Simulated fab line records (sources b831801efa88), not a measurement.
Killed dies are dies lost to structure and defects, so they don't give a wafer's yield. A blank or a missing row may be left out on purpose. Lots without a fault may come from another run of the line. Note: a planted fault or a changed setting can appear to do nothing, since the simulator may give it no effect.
fab line records + flow gf180mcu
record:
- lots: 11
- wafers: 33
- last-day: 34
route steps=602 shown V1@351 M2@362
lots that met no fault: from a run of the same line without faults
start-h: the number of hours between the record's first day and the start of the first shown wafer of the lot + wait-h: how many hours have passed since the lot's step before this one + " the same as in the row above + L1.1+2: several wafers, shown together as one row + - no value, or no start was given + * or withheld: withheld + < > ~ a bound
route shown NAME@n: a module of which the file shows steps, and the number in the route of the first + usual: mean and standard deviation over wafers with no fault + same: alike in all rows + chamber/n: place in a boat + sites: per-site readings + _std_site: the values' standard deviation + _edge_site: the outer-site mean with the inner-site mean subtracted + radius-mm: how far each site lies from the wafer's centre + mask NAME#n: copy n + behind: the most recent tool/chamber to have shaped the wafer + hold: cause of the lot's hold/its duration in hours/its outcome + device: which transistor (n, p or np) failed to switch + end of line: tests run on the same wafers once the route is complete + where a step has no rows: the recipe by itself + killed: not the wafer's yield, but the dies lost to structure and defects at the first sort + map: per-die view of a wafer (x killed, . not killed, _ where there is no die)
set.NAME: the setting as run; set.NAME@STEP: as run at that earlier step + model.NAME: the simulator's own value behind a step, which no gauge read
route steps across a sampled set of lots; one table per step, one row per wafer
services: when a tool's chamber went out of use (start-h, in hours from the record's first day, below 0 if earlier), for how many hours, and the reason
== steps ==
step: GF_V1_ETCH_16
recipe:
- chemistry: N2/H2
- target-depth-a: withheld
- overetch-a: withheld
- time-s: withheld
- target: BARC
- ion-energy-ev: 200
- source-w: 500
- bias-w: 100
- pressure-mtorr: 30
- n2-flow-sccm: 100
- h2-flow-sccm: 200
usual:
- drypump-motor-current-A: 5.9/0.35
- oes-product-au: 0.854/0.0047
- throttle-valve-pct: 13.223/0.0082
| lot.wafer | tool        | chamber | start-h | wait-h | drypump-motor-current-A | oes-product-au | throttle-valve-pct |
|-----------|-------------|---------|---------|--------|-------------------------|----------------|--------------------|
| L828.1    | rie-diel-03 | 2       | 403.57  | 0.0    | 5.8                     | 0.851          | 13.221             |
| L828.5    | "           | 2       | "       | "      | 5.8                     | 0.861          | 13.212             |
| L828.6    | "           | 3       | "       | "      | 6.4                     | 0.846          | 13.220             |
| L831.1    | rie-diel-02 | 2       | 429.82  | 0.0    | 5.8                     | 0.851          | 13.222             |
| L831.3    | "           | 0       | "       | "      | 5.4                     | 0.848          | 13.217             |
| L831.4    | "           | 3       | "       | "      | 5.5                     | 0.849          | 13.219             |
| L830.1    | rie-diel-03 | 1       | 436.92  | 0.0    | 5.6                     | 0.858          | 13.217             |
| L830.2    | "           | 2       | "       | "      | 5.9                     | 0.860          | 13.214             |
| L830.5    | "           | 3       | "       | "      | 6.4                     | 0.853          | 13.225             |
| L833.2    | rie-diel-02 | 1       | 452.30  | 0.0    | 6.1                     | 0.862          | 13.219             |
| L833.3    | "           | 0       | "       | "      | 5.4                     | 0.854          | 13.224             |
| L833.4    | "           | 2       | "       | "      | 5.8                     | 0.855          | 13.238             |
| L839.1    | rie-diel-04 | 0       | 510.35  | 0.0    | 6.0                     | 0.855          | 13.222             |
| L839.3    | "           | 3       | "       | "      | 6.3                     | 0.844          | 13.224             |
| L839.6    | "           | 3       | "       | "      | 6.3                     | 0.857          | 13.224             |
| L844.1    | rie-diel-02 | 1       | 550.82  | 0.0    | 6.1                     | 0.851          | 13.230             |
| L844.2    | "           | 2       | "       | "      | 5.8                     | 0.846          | 13.222             |
| L844.5    | "           | 3       | "       | "      | 5.5                     | 0.853          | 13.217             |
| L845.1    | rie-diel-02 | 1       | 559.57  | 0.0    | 6.1                     | 0.847          | 13.225             |
| L845.2    | "           | 2       | "       | "      | 5.8                     | 0.858          | 13.231             |
| L845.3    | "           | 0       | "       | "      | 5.4                     | 0.855          | 13.233             |
| L848.3    | rie-diel-04 | 2       | 585.60  | 0.0    | 6.6                     | 0.857          | 13.231             |
| L848.5    | "           | 3       | "       | "      | 6.3                     | 0.860          | 13.225             |
| L848.6    | "           | 0       | "       | "      | 6.0                     | 0.857          | 13.235             |
| L849.1    | rie-diel-02 | 0       | 592.57  | 0.0    | 5.4                     | 0.856          | 13.211             |
| L849.3    | "           | 2       | "       | "      | 5.7                     | 0.859          | 13.220             |
| L849.5    | "           | 0       | "       | "      | 5.4                     | 0.852          | 13.226             |
| L850.2    | rie-diel-03 | 0       | 600.30  | 0.0    | 6.2                     | 0.854          | 13.224             |
| L850.3    | "           | 3       | "       | "      | 6.4                     | 0.854          | 13.226             |
| L850.6    | "           | 2       | "       | "      | 5.8                     | 0.850          | 13.219             |
| L851.3    | rie-diel-03 | 2       | 604.35  | 0.0    | 5.9                     | 0.855          | 13.216             |
| L851.4    | "           | 3       | "       | "      | 6.4                     | 0.854          | 13.207             |
| L851.6    | "           | 0       | "       | "      | 6.2                     | 0.857          | 13.224             |
step: GF_V1_RS_MEAS_24
recipe:
- thk-meas-gauge: four-point-probe
- reads: W_of_V1_CVD_23+TiN_of_V1_SPUTTER_22+Ti_of_V1_SPUTTER_21
usual:
- V1_W_RS: 0.330/0.0048
| lot.wafer | tool          | chamber | start-h | wait-h | V1_W_RS[ohm/sq] |
|-----------|---------------|---------|---------|--------|-----------------|
| L828.1    | film-metro-01 | -       | 404.45  | 0.1    | 0.328           |
| L828.5    | "             | -       | "       | "      | 0.321           |
| L828.6    | "             | -       | "       | "      | 0.329           |
| L831.1    | film-metro-03 | -       | 430.70  | 0.1    | 0.327           |
| L831.3    | "             | -       | "       | "      | 0.328           |
| L831.4    | "             | -       | "       | "      | 0.333           |
| L830.1    | film-metro-04 | -       | 437.80  | 0.1    | 0.338           |
| L830.2    | "             | -       | "       | "      | 0.329           |
| L830.5    | "             | -       | "       | "      | 0.329           |
| L833.2    | film-metro-04 | -       | 453.21  | 0.1    | 0.330           |
| L833.3    | "             | -       | "       | "      | 0.327           |
| L833.4    | "             | -       | "       | "      | 0.321           |
| L839.1    | film-metro-04 | -       | 511.23  | 0.1    | 0.330           |
| L839.3    | "             | -       | "       | "      | 0.331           |
| L839.6    | "             | -       | "       | "      | 0.329           |
| L844.1    | film-metro-04 | -       | 551.72  | 0.1    | 0.332           |
| L844.2    | "             | -       | "       | "      | 0.323           |
| L844.5    | "             | -       | "       | "      | 0.324           |
| L845.1    | film-metro-03 | -       | 560.47  | 0.1    | 0.324           |
| L845.2    | "             | -       | "       | "      | 0.332           |
| L845.3    | "             | -       | "       | "      | 0.330           |
| L848.3    | film-metro-03 | -       | 586.52  | 0.1    | 0.337           |
| L848.5    | "             | -       | "       | "      | 0.336           |
| L848.6    | "             | -       | "       | "      | 0.338           |
| L849.1    | film-metro-03 | -       | 593.56  | 0.2    | 0.334           |
| L849.3    | "             | -       | "       | "      | 0.333           |
| L849.5    | "             | -       | "       | "      | 0.334           |
| L850.2    | film-metro-01 | -       | 601.31  | 0.2    | 0.329           |
| L850.3    | "             | -       | "       | "      | 0.332           |
| L850.6    | "             | -       | "       | "      | 0.332           |
| L851.3    | film-metro-03 | -       | 605.26  | 0.1    | 0.338           |
| L851.4    | "             | -       | "       | "      | 0.331           |
| L851.6    | "             | -       | "       | "      | 0.335           |
step: GF_V1_CMP_26
recipe:
- stop-on: SiO2
- down-force-psi: 3.5
- platen-rpm: 60
- t-overpolish-s: 15
- target-thk-nm: 0
- pad-velocity-m-s: 0.94248
usual:
- motor-current-A: 11.0/1.2
- overpolish-run-s: 15.001/0.0082
- platen-rpm: 59.99/0.039
- retaining-ring-pressure-frac: 1.000/0.0045
- time-to-endpoint-s: 82/4.3
| lot.wafer | tool   | chamber | start-h | wait-h | motor-current-A | overpolish-run-s | platen-rpm | retaining-ring-pressure-frac | time-to-endpoint-s |
|-----------|--------|---------|---------|--------|-----------------|------------------|------------|------------------------------|--------------------|
| L828.1    | cmp-02 | 0       | 404.63  | 0.1    | 10.6            | 14.999           | 59.95      | 1.003                        | 83                 |
| L828.6    | "      | 0       | "       | "      | 11.3            | 15.003           | 60.01      | 1.000                        | 82                 |
| L828.5    | "      | 1       | "       | "      | 11.1            | 15.020           | 59.94      | 1.002                        | 88                 |
| L831.4    | cmp-02 | 1       | 430.88  | 0.0    | 11.0            | 15.001           | 59.98      | 0.994                        | 81                 |
| L831.3    | "      | 3       | "       | "      | 10.1            | 15.000           | 59.95      | 1.003                        | 88                 |
| L831.1    | "      | 0       | "       | "      | 10.1            | 15.005           | 59.93      | 1.003                        | 83                 |
| L830.2    | cmp-01 | 2       | 438.08  | 0.1    | 11.0            | 15.003           | 60.03      | 0.999                        | 80                 |
| L830.1    | "      | 3       | "       | "      | 12.7            | 14.995           | 59.95      | 1.000                        | 77                 |
| L830.5    | "      | 1       | "       | "      | 8.7             | 15.002           | 60.04      | 0.997                        | 87                 |
| L833.2    | cmp-01 | 3       | 453.37  | 0.0    | 11.8            | 14.999           | 60.03      | 1.005                        | 81                 |
| L833.4    | "      | 0       | "       | "      | 11.9            | 15.012           | 60.02      | 1.004                        | 75                 |
| L833.3    | "      | 1       | "       | "      | 9.0             | 15.006           | 59.97      | 0.998                        | 83                 |
| L839.3    | cmp-01 | 2       | 511.41  | 0.0    | 12.0            | 14.993           | 59.98      | 0.990                        | 73                 |
| L839.1    | "      | 0       | "       | "      | 12.1            | 15.020           | 60.00      | 1.002                        | 74                 |
| L839.6    | "      | 2       | "       | "      | 12.0            | 14.980           | 60.00      | 0.995                        | 74                 |
| L844.1    | cmp-01 | 2       | 551.90  | 0.1    | 10.8            | 14.985           | 59.97      | 0.994                        | 74                 |
| L844.2    | "      | 1       | "       | "      | 8.9             | 15.001           | 60.04      | 0.996                        | 85                 |
| L844.5    | "      | 3       | "       | "      | 12.3            | 15.013           | 59.99      | 1.001                        | 76                 |
| L845.2    | cmp-02 | 3       | 560.70  | 0.1    | 10.0            | 14.995           | 59.97      | 0.993                        | 84                 |
| L845.1    | "      | 0       | "       | "      | 10.8            | 15.002           | 60.00      | 1.001                        | 87                 |
| L845.3    | "      | 1       | "       | "      | 11.0            | 15.004           | 59.98      | 0.990                        | 84                 |
| L848.3    | cmp-01 | 3       | 586.76  | 0.1    | 12.8            | 15.012           | 60.00      | 1.001                        | 80                 |
| L848.5    | "      | 1       | "       | "      | 8.8             | 14.989           | 59.99      | 1.002                        | 87                 |
| L848.6    | "      | 2       | "       | "      | 11.4            | 14.996           | 59.89      | 0.995                        | 80                 |
| L849.1    | cmp-02 | 3       | 593.79  | 0.1    | 10.2            | 14.987           | 60.03      | 1.004                        | 82                 |
| L849.3    | "      | 1       | "       | "      | 11.0            | 15.000           | 59.97      | 1.006                        | 84                 |
| L849.5    | "      | 3       | "       | "      | 9.8             | 14.999           | 60.05      | 1.002                        | 84                 |
| L850.2    | cmp-01 | 3       | 601.72  | 0.3    | 12.5            | 14.999           | 59.99      | 1.003                        | 80                 |
| L850.3    | "      | 1       | "       | "      | 9.0             | 15.015           | 60.02      | 0.996                        | 84                 |
| L850.6    | "      | 2       | "       | "      | 11.2            | 15.006           | 59.98      | 1.003                        | 78                 |
| L851.4    | cmp-01 | 0       | 605.72  | 0.3    | 12.0            | 15.014           | 60.06      | 0.996                        | 81                 |
| L851.3    | "      | 2       | "       | "      | 11.4            | 15.001           | 60.06      | 0.995                        | 81                 |
| L851.6    | "      | 0       | "       | "      | 11.7            | 14.991           | 59.96      | 0.994                        | 79                 |
step: GF_M2_SPUTTER_00
recipe:
- material: Ti
- target-thk-nm: 37.5
- arriving-ion-energy-ev: 80
- substrate-temp-c: 200
- chamber-pressure-pa: 2
- power-w: 4000
- time-s: 150
usual:
- throttle-valve-pct: 30.1/0.86
| lot.wafer | tool           | chamber | start-h | wait-h | throttle-valve-pct |
|-----------|----------------|---------|---------|--------|--------------------|
| L828.1    | pvd-sputter-03 | -       | 404.93  | 0.2    | 29.9               |
| L828.5    | "              | -       | "       | "      | 28.3               |
| L828.6    | "              | -       | "       | "      | 29.8               |
| L831.1    | pvd-sputter-02 | -       | 431.18  | 0.1    | 30.7               |
| L831.3    | "              | -       | "       | "      | 31.2               |
| L831.4    | "              | -       | "       | "      | 30.0               |
| L830.1    | pvd-sputter-03 | -       | 438.28  | 0.1    | 28.2               |
| L830.2    | "              | -       | "       | "      | 30.2               |
| L830.5    | "              | -       | "       | "      | 28.3               |
| L833.2    | pvd-sputter-02 | -       | 453.67  | 0.2    | 31.2               |
| L833.3    | "              | -       | "       | "      | 30.8               |
| L833.4    | "              | -       | "       | "      | 30.9               |
| L839.1    | pvd-sputter-02 | -       | 511.71  | 0.1    | 29.7               |
| L839.3    | "              | -       | "       | "      | 31.1               |
| L839.6    | "              | -       | "       | "      | 31.1               |
| L844.1    | pvd-sputter-03 | -       | 552.20  | 0.2    | 28.2               |
| L844.2    | "              | -       | "       | "      | 30.1               |
| L844.5    | "              | -       | "       | "      | 30.0               |
| L845.1    | pvd-sputter-04 | -       | 560.95  | 0.1    | 29.1               |
| L845.2    | "              | -       | "       | "      | 30.0               |
| L845.3    | "              | -       | "       | "      | 29.3               |
| L848.3    | pvd-sputter-02 | -       | 586.96  | 0.1    | 31.3               |
| L848.5    | "              | -       | "       | "      | 31.3               |
| L848.6    | "              | -       | "       | "      | 31.0               |
| L849.1    | pvd-sputter-04 | -       | 594.04  | 0.2    | 29.0               |
| L849.3    | "              | -       | "       | "      | 29.9               |
| L849.5    | "              | -       | "       | "      | 29.2               |
| L850.2    | pvd-sputter-02 | -       | 601.97  | 0.2    | 31.1               |
| L850.3    | "              | -       | "       | "      | 29.6               |
| L850.6    | "              | -       | "       | "      | 29.8               |
| L851.3    | pvd-sputter-03 | -       | 605.97  | 0.1    | 29.2               |
| L851.4    | "              | -       | "       | "      | 28.1               |
| L851.6    | "              | -       | "       | "      | 28.3               |
step: GF_M2_RS_MEAS_05
recipe:
- thk-meas-gauge: four-point-probe
- reads: TiN_of_M2_SPUTTER_04+Ti_of_M2_SPUTTER_03+AlCu_of_M2_SPUTTER_02+TiN_of_M2_SPUTTER_01+Ti_of_M2_SPUTTER_00
usual:
- M2_ALCU_RS: 0.0696/0.00085
| lot.wafer | tool          | chamber | start-h | wait-h | hold                     | M2_ALCU_RS[ohm/sq] |
|-----------|---------------|---------|---------|--------|--------------------------|--------------------|
| L828.1    | film-metro-04 | -       | 405.16  | 0.0    | -                        | 0.0696             |
| L828.5    | "             | -       | "       | "      | -                        | 0.0702             |
| L828.6    | "             | -       | "       | "      | -                        | 0.0693             |
| L831.1    | film-metro-03 | -       | 431.40  | 0.0    | -                        | 0.0706             |
| L831.3    | "             | -       | "       | "      | -                        | 0.0695             |
| L831.4    | "             | -       | "       | "      | -                        | 0.0694             |
| L830.1    | film-metro-02 | -       | 438.50  | 0.0    | -                        | 0.0705             |
| L830.2    | "             | -       | "       | "      | -                        | 0.0695             |
| L830.5    | "             | -       | "       | "      | -                        | 0.0714             |
| L833.2    | film-metro-04 | -       | 453.96  | 0.1    | -                        | 0.0694             |
| L833.3    | "             | -       | "       | "      | -                        | 0.0685             |
| L833.4    | "             | -       | "       | "      | -                        | 0.0692             |
| L839.1    | film-metro-04 | -       | 511.93  | 0.0    | await-dispo/0.2h/release | 0.0691             |
| L839.3    | "             | -       | "       | "      | await-dispo/0.2h/release | 0.0683             |
| L839.6    | "             | -       | "       | "      | await-dispo/0.2h/release | 0.0698             |
| L839.1    | film-metro-04 | -       | 512.21  | 0.3    | -                        | 0.0692             |
| L839.3    | "             | -       | "       | "      | -                        | 0.0682             |
| L839.6    | "             | -       | "       | "      | -                        | 0.0701             |
| L844.1    | film-metro-03 | -       | 552.43  | 0.0    | -                        | 0.0711             |
| L844.2    | "             | -       | "       | "      | -                        | 0.0696             |
| L844.5    | "             | -       | "       | "      | -                        | 0.0714             |
| L845.1    | film-metro-03 | -       | 561.18  | 0.0    | -                        | 0.0701             |
| L845.2    | "             | -       | "       | "      | -                        | 0.0691             |
| L845.3    | "             | -       | "       | "      | -                        | 0.0697             |
| L848.3    | film-metro-03 | -       | 587.22  | 0.1    | -                        | 0.0702             |
| L848.5    | "             | -       | "       | "      | -                        | 0.0702             |
| L848.6    | "             | -       | "       | "      | -                        | 0.0696             |
| L849.1    | film-metro-03 | -       | 594.26  | 0.0    | -                        | 0.0675             |
| L849.3    | "             | -       | "       | "      | -                        | 0.0671             |
| L849.5    | "             | -       | "       | "      | -                        | 0.0681             |
| L850.2    | film-metro-03 | -       | 602.21  | 0.0    | -                        | 0.0695             |
| L850.3    | "             | -       | "       | "      | -                        | 0.0688             |
| L850.6    | "             | -       | "       | "      | -                        | 0.0688             |
| L851.3    | film-metro-04 | -       | 606.23  | 0.1    | -                        | 0.0699             |
| L851.4    | "             | -       | "       | "      | -                        | 0.0706             |
| L851.6    | "             | -       | "       | "      | -                        | 0.0707             |
== services ==
| tool           | chamber | start-h | hours | kind   |
|----------------|---------|---------|-------|--------|
| rie-diel-03    | 1       | 380.35  | 4.9   | repair |
| pvd-sputter-02 | -       | 382.66  | 10.6  | repair |
| cmp-02         | -       | 383.20  | 4.5   | repair |
| rie-diel-03    | 1       | 387.23  | 1.2   | repair |
| cmp-01         | -       | 393.51  | 0.3   | repair |
| cmp-01         | -       | 404.00  | 4.0   | pm     |
| pvd-sputter-04 | -       | 406.63  | 0.6   | repair |
| cmp-02         | -       | 416.48  | 6.3   | pm     |
| rie-diel-02    | 3       | 418.20  | 1.6   | repair |
| pvd-sputter-03 | -       | 422.02  | 0.7   | repair |
| pvd-sputter-04 | -       | 432.73  | 2.1   | repair |
| cmp-01         | -       | 438.59  | 3.9   | repair |
| pvd-sputter-04 | -       | 443.83  | 5.2   | repair |
| cmp-01         | -       | 444.92  | 5.4   | pm     |
| rie-diel-02    | 3       | 446.73  | 6.9   | repair |
| rie-diel-02    | 0       | 470.74  | 15.1  | repair |
| rie-diel-03    | 2       | 488.65  | 5.1   | repair |
| pvd-sputter-02 | -       | 513.99  | 8.7   | repair |
| cmp-01         | -       | 549.23  | 1.3   | repair |
| cmp-02         | -       | 568.47  | 5.7   | repair |
| cmp-02         | -       | 574.17  | 4.0   | pm     |
| cmp-01         | -       | 596.73  | 1.4   | repair |
| pvd-sputter-03 | -       | 598.66  | 4.5   | repair |
| cmp-02         | -       | 601.28  | 6.5   | pm     |
== key ==
first-sign:
- step: GF_M2_RS_MEAS_05
- reading: visit
- direction: added
effect none on later readings
met-at GF_M2_SPUTTER_00
struck-lots L839
struck-wafers L839.3
not-acting-at GF_V1_ETCH_16,GF_V1_RS_MEAS_24,GF_V1_CMP_26
onset-between 453.67 511.71
fault:
- kind: process-parameter-drift
- tool: pvd-sputter-02
- chamber: -
- onset-h: 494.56
- steps: GF_M2_SPUTTER_00
- channel: target-thk-nm
- offset: 20.96
- shape: step
- end-h: 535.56
- scope: struck-wafers-only
- acts-in: these-recipes-only
- stated: 37.5
